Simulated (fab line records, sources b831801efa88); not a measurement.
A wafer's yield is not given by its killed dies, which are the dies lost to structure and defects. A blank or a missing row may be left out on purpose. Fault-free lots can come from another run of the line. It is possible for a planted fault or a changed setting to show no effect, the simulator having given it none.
Which tool is to blame? + flow gf180mcu + 7 lots, 21 wafers sampled, at 3 steps of a route of 602

WHAT THE GAUGES READ, wafer by wafer
GF_SAB_THK_MEAS_01.
| lot  | measured     | on            | SAB_CVD_00_THK (nm) |
|------|--------------|---------------|---------------------|
| L562 | day 14 18:35 | film-metro-04 | 49.9 49.6 50.9      |
| L564 | day 15 11:57 | film-metro-04 | 48.6 49.6 49.6      |
| L573 | day 18 12:19 | film-metro-01 | 49.8 46.6 47.2      |
| L576 | day 19 17:35 | film-metro-01 | 49.5 50.5 49.9      |
| L578 | day 20 07:50 | film-metro-01 | 49.8 50.9 50.6      |
| L581 | day 21 11:10 | film-metro-01 | 49.8 50.7 51.0      |
| L584 | day 22 11:23 | film-metro-04 | 49.5 50.3 49.7      |

TOOL THAT RAN EACH LOT (tool first, then ch and the chambers of the sampled wafers, then the start)
| lot  | GF_HV_LDD_STRIP_37                   | GF_SAB_CVD_00                   |
|------|--------------------------------------|---------------------------------|
| L562 | plasma-asher-04 ch 0,1, day 12 01:31 | pecvd-02 ch 0,1,2, day 14 18:34 |
| L564 | plasma-asher-02 ch 0,1, day 12 16:56 | pecvd-01 ch 0,1, day 15 11:55   |
| L573 | plasma-asher-02 ch 0,1, day 15 09:35 | pecvd-01 ch 0,1, day 18 12:18   |
| L576 | plasma-asher-02 ch 0,1, day 16 13:44 | pecvd-03 ch 0,2, day 19 17:31   |
| L578 | plasma-asher-03 ch 0,1, day 17 04:39 | pecvd-02 ch 1,2, day 20 07:48   |
| L581 | plasma-asher-02 ch 0,1, day 18 06:49 | pecvd-02 ch 0,1, day 21 11:07   |
| L584 | plasma-asher-03 ch 1, day 19 07:23   | pecvd-03 ch 1,2, day 22 11:22   |
- GF_HV_LDD_STRIP_37: strips in O2/N2.
- GF_SAB_CVD_00: deposits SiO2 from TEOS, target thk 50 nm, time 4.9302 s.

THE ANSWER, worked out from the rows above alone
Rule: the lots themselves supply what counts as usual. The widest of any qualifying gaps counts: lots, ordered by their means at a reading, are off when they make up no more than a third of the lots, leave a main group of 4 or more, and stand apart from it by 3 or more times the standard deviation of that group's means. A main group is skipped when, at the precision printed for the reading in the tables above, its means are all equal. Also off: a lot with no number at a reading for which 4 or more lots have one. Where the step has rows for the other lots, those lots are counted as sound.
Off: at GF_SAB_THK_MEAS_01 (SAB_CVD_00_THK), L573. For the main group the mean is 50.0 nm and the standard deviation 0.41.
A tool fits if, at a process step before that reading, it ran every lot that is off, and no sound lot after the first of them. The gauges at GF_SAB_THK_MEAS_01 are tried like those tools. One fits: GF_SAB_CVD_00 on pecvd-01. Its last sound lot is L564 (day 15 11:55), its first lot that is off L573 (day 18 12:18): a fault that began between those two fits.

WHAT THE SIMULATOR HAD PUT IN
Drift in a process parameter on pecvd-01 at GF_SAB_CVD_00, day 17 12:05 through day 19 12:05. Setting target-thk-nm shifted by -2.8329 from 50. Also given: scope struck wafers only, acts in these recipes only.
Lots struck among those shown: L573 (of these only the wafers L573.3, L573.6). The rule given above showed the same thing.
